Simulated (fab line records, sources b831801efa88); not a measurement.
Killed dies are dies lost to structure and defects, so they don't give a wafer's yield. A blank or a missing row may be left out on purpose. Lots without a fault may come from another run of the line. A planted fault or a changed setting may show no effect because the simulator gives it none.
fab line records | flow sky130
record lots=12 wafers=35 last_day=50
route steps=708 shown VIA3@582
lots that met no fault: from a run of the same line without faults
start_h: hours from the record's first day to the start of the lot's first wafer shown | wait_h: hours since the lot's step before | " the same as in the row above | L1.1+2: a row that stands for several wafers | - no value, or no start given | * or withheld: withheld | < > ~ a bound
route shown NAME@n: a module of which the file shows steps, and the number in the route of the first | usual: mean/standard deviation of fault-free wafers | same: alike in all rows | chamber/n: place in a boat | sites: the reading at each site | _std_site: their standard deviation | _edge_site: outer sites' mean less inner sites' | radius_mm: how far each site lies from the wafer's centre | mask NAME#n: copy n | behind: the tool/chamber that last shaped the wafer | hold: why the lot was held/for how many hours/how that ended | device: the transistor (n, p or np) that didn't switch | end of line: the same wafers' tests at the end of the route | a step without rows: its recipe alone | killed: dies lost to structure and defects at the first sort, not the wafer's yield | map: a wafer's dies, x killed, . not, _ none there
set.NAME: the setting as run; set.NAME@STEP: as run at that earlier step | model.NAME: the simulator's own value behind a step, which no gauge read
steps of the route over a sample of lots; a table a step, a row a wafer
services: from which hour (start_h, from the record's first day; less than 0 if before it) a tool's chamber was out of use, for how many hours, and why
## steps
# step SKY_VIA3_EXPOSE_09
# recipe mask_id=VIM3 na=0.8 source_shape=annular sigma_inner=0.55 sigma_outer=0.85 target_cd_nm=200 dose_mj=38
# columns lot.wafer tool chamber start_h wait_h mask
L250.2+3+6 krf_scanner-01 0 917.93 - VIM3#0
L251.1+2+3 krf_scanner-01 0 926.84 - VIM3#0
L255.2+5+6 krf_scanner-01 0 965.26 - VIM3#0
L258.4+5+6 krf_scanner-01 0 974.57 - VIM3#0
L259.1+2+3 krf_scanner-02 0 985.11 - VIM3#0
L261.1+2+5 krf_scanner-01 0 999.07 - VIM3#0
L263.2+3+6 krf_scanner-02 0 1007.14 - VIM3#0
L264.1+2+5 krf_scanner-02 0 1015.69 - VIM3#0
L265.1+5+6 krf_scanner-02 0 1017.29 - VIM3#0
L269.2+4 krf_scanner-01 0 1048.84 - VIM3#0
L270.1+3+6 krf_scanner-01 0 1063.72 - VIM3#0
L272.2+3+4 krf_scanner-01 0 1068.66 - VIM3#0
# step SKY_VIA3_OVL_MEAS_13
# usual VIA3_OVL=-3/6
# columns lot.wafer tool chamber start_h wait_h VIA3_OVL[nm]
L250.2 overlay-01 - 930.07 0.1 -4
L250.3 " - " " -4
L250.6 " - " " -5
L251.1 overlay-02 - 939.46 0.1 3
L251.2 " - " " -10
L251.3 " - " " -2
L255.2 overlay-02 - 977.62 0.1 -4
L255.5 " - " " -5
L255.6 " - " " -1
L258.4 overlay-01 - 985.93 0.1 0
L258.5 " - " " -9
L258.6 " - " " -1
L259.1 overlay-02 - 997.12 0.1 -2
L259.2 " - " " -4
L259.3 " - " " 1
L261.1 overlay-02 - 1010.27 0.1 -1
L261.2 " - " " -16
L261.5 " - " " -7
L263.2 overlay-02 - 1018.68 0.1 -4
L263.3 " - " " -7
L263.6 " - " " -4
L264.1 overlay-02 - 1027.14 0.1 -10
L264.2 " - " " -12
L264.5 " - " " -11
L265.1 overlay-02 - 1028.76 0.1 -5
L265.5 " - " " -7
L265.6 " - " " -3
L269.2 overlay-01 - 1059.58 0.1 79
L269.4 " - " " 82
L270.1 overlay-01 - 1074.66 0.1 81
L270.3 " - " " 84
L270.6 " - " " 83
L272.2 overlay-01 - 1078.97 0.1 67
L272.3 " - " " 73
L272.4 " - " " 67
# step SKY_VIA3_SPUTTER_20
# recipe material=TiN target_thk_nm=20 chamber_pressure_pa=5 power_w=4000 time_s=80
# usual throttle_valve_pct=30.2/0.95
# same time_s=80
# columns lot.wafer tool chamber start_h wait_h throttle_valve_pct
L250.2 pvd_sputter-01 - 930.83 0.0 30.9
L250.3 " - " " 31.3
L250.6 " - " " 31.3
L251.1 pvd_sputter-03 - 940.23 0.0 29.5
L251.2 " - " " 30.5
L251.3 " - " " 29.3
L255.2 pvd_sputter-03 - 978.34 0.0 29.3
L255.5 " - " " 29.5
L255.6 " - " " 29.4
L258.4 pvd_sputter-02 - 986.65 0.0 30.1
L258.5 " - " " 30.9
L258.6 " - " " 30.4
L259.1 pvd_sputter-03 - 997.85 0.0 28.6
L259.2 " - " " 30.4
L259.3 " - " " 29.8
L261.1 pvd_sputter-03 - 1011.04 0.0 28.9
L261.2 " - " " 29.7
L261.5 " - " " 29.5
L263.2 pvd_sputter-02 - 1019.50 0.0 31.0
L263.3 " - " " 30.0
L263.6 " - " " 30.6
L264.1 pvd_sputter-01 - 1028.30 0.0 29.8
L264.2 " - " " 30.4
L264.5 " - " " 30.8
L265.1 pvd_sputter-01 - 1029.58 0.0 30.6
L265.5 " - " " 29.6
L265.6 " - " " 31.2
L269.2 pvd_sputter-02 - 1060.36 0.0 30.0
L269.4 " - " " 30.4
L270.1 pvd_sputter-01 - 1075.40 0.0 32.1
L270.3 " - " " 31.5
L270.6 " - " " 32.1
L272.2 pvd_sputter-02 - 1079.72 0.0 29.7
L272.3 " - " " 30.0
L272.4 " - " " 30.6
# step SKY_VIA3_THK_MEAS_23
# recipe thk_meas_gauge=xrf reads=W_of_VIA3_CVD_21
# usual VIA3_W_THK=388/5
# columns lot.wafer tool chamber start_h wait_h VIA3_W_THK[nm]
L250.2 film_metro-03 - 931.14 0.1 385
L250.3 " - " " 386
L250.6 " - " " 394
L251.1 film_metro-03 - 940.53 0.1 396
L251.2 " - " " 389
L251.3 " - " " 389
L255.2 film_metro-02 - 978.65 0.1 386
L255.5 " - " " 390
L255.6 " - " " 381
L258.4 film_metro-04 - 986.98 0.1 388
L258.5 " - " " 391
L258.6 " - " " 383
L259.1 film_metro-04 - 998.15 0.1 386
L259.2 " - " " 384
L259.3 " - " " 387
L261.1 film_metro-02 - 1011.34 0.1 378
L261.2 " - " " 387
L261.5 " - " " 379
L263.2 film_metro-03 - 1019.81 0.1 394
L263.3 " - " " 396
L263.6 " - " " 396
L264.1 film_metro-03 - 1028.61 0.1 397
L264.2 " - " " 395
L264.5 " - " " 396
L265.1 film_metro-03 - 1029.88 0.1 390
L265.5 " - " " 394
L265.6 " - " " 385
L269.2 film_metro-02 - 1060.68 0.1 384
L269.4 " - " " 387
L270.1 film_metro-04 - 1075.71 0.1 388
L270.3 " - " " 391
L270.6 " - " " 393
L272.2 film_metro-02 - 1080.09 0.1 385
L272.3 " - " " 389
L272.4 " - " " 384
# step SKY_VIA3_CMP_24
# recipe stop_on=SiO2 t_overpolish_s=20 down_force_psi=3.5 platen_rpm=60 target_thk_nm=0 pad_velocity_m_s=0.94248
# usual head_pressure_psi=3.499/0.0074 motor_current_A=11.3/1.1 overpolish_run_s=20.000/0.0087 time_to_endpoint_s=95/3.2
# columns lot.wafer tool chamber start_h wait_h head_pressure_psi motor_current_A overpolish_run_s time_to_endpoint_s
L250.2 cmp-01 3 931.24 0.1 3.500 12.5 20.006 93
L250.3 " 1 " " 3.504 12.4 20.012 99
L250.6 " 2 " " 3.502 11.0 20.006 95
L251.3 cmp-02 1 940.59 0.0 3.492 11.8 19.975 93
L251.2 " 2 " " 3.504 11.1 19.992 90
L251.1 " 3 " " 3.496 9.4 20.010 97
L255.2 cmp-01 2 978.85 0.2 3.510 11.2 20.002 90
L255.5 " 3 " " 3.503 12.8 19.986 93
L255.6 " 0 " " 3.491 10.7 20.007 93
L258.4 cmp-02 1 987.06 0.1 3.505 11.9 19.991 95
L258.6 " 0 " " 3.490 10.4 20.000 94
L258.5 " 1 " " 3.496 11.3 19.996 94
L259.1 cmp-01 3 998.21 0.1 3.501 12.6 19.988 96
L259.3 " 0 " " 3.494 10.2 19.994 95
L259.2 " 1 " " 3.495 12.4 19.996 93
L261.2 cmp-02 2 1011.40 0.0 3.498 12.1 20.006 90
L261.1 " 3 " " 3.505 9.2 20.010 94
L261.5 " 2 " " 3.502 11.9 20.014 91
L263.2 cmp-02 3 1019.86 0.0 3.494 9.6 20.008 99
L263.3 " 1 " " 3.494 11.3 19.996 92
L263.6 " 3 " " 3.490 9.6 20.011 99
L264.2 cmp-01 1 1028.72 0.1 3.508 13.1 20.007 100
L264.1 " 2 " " 3.499 11.3 20.013 96
L264.5 " 1 " " 3.494 12.1 19.998 97
L265.1 cmp-02 3 1030.04 0.1 3.499 9.4 19.991 100
L265.5 " 1 " " 3.505 11.4 20.001 93
L265.6 " 2 " " 3.499 11.3 20.000 88
L269.2 cmp-01 3 1060.83 0.1 3.501 13.0 20.010 91
L269.4 " 0 " " 3.506 10.8 19.992 93
L270.3 cmp-02 1 1075.77 0.0 3.486 11.9 19.994 96
L270.1 " 0 " " 3.497 10.7 20.009 100
L270.6 " 2 " " 3.514 11.4 20.007 98
L272.4 cmp-02 1 1080.14 0.0 3.516 12.1 20.000 94
L272.3 " 2 " " 3.490 11.1 19.979 92
L272.2 " 0 " " 3.494 10.7 20.025 94
## services
# columns tool chamber start_h hours kind
cmp-01 - 899.69 0.4 repair
pvd_sputter-03 - 907.00 6.3 repair
krf_scanner-01 - 910.60 4.0 pm
pvd_sputter-03 - 912.09 11.4 repair
cmp-01 - 912.11 4.0 pm
pvd_sputter-03 - 928.44 5.1 repair
krf_scanner-02 - 929.31 0.8 pm
krf_scanner-01 - 933.36 1.3 pm
pvd_sputter-01 - 934.40 0.5 repair
cmp-02 - 938.13 0.3 repair
cmp-02 - 943.38 0.5 repair
pvd_sputter-01 - 970.09 9.2 repair
krf_scanner-02 - 977.52 1.0 pm
krf_scanner-02 - 993.01 1.3 pm
cmp-02 - 995.38 1.0 repair
pvd_sputter-03 - 1003.58 5.0 repair
cmp-01 - 1005.54 5.3 pm
cmp-02 - 1012.54 1.5 repair
cmp-01 - 1014.56 8.1 repair
krf_scanner-01 - 1028.71 0.8 pm
cmp-01 - 1039.64 2.1 repair
krf_scanner-01 - 1041.97 1.0 pm
cmp-02 - 1058.08 0.2 repair
cmp-02 - 1068.08 1.5 repair
## key
first_sign step=SKY_VIA3_OVL_MEAS_13 reading=VIA3_OVL direction=up sigmas=13 usual=-3 struck=77
effect none on later readings
met_at SKY_VIA3_EXPOSE_09
struck_lots L269,L270,L272
not_acting_at SKY_VIA3_SPUTTER_20,SKY_VIA3_THK_MEAS_23,SKY_VIA3_CMP_24
onset_between 999.07 1048.84
also_fits time
fault kind=scanner_matching_overlay tool=krf_scanner-01 chamber=- onset_h=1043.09 steps=SKY_VIA3_EXPOSE_09 offset=78.643
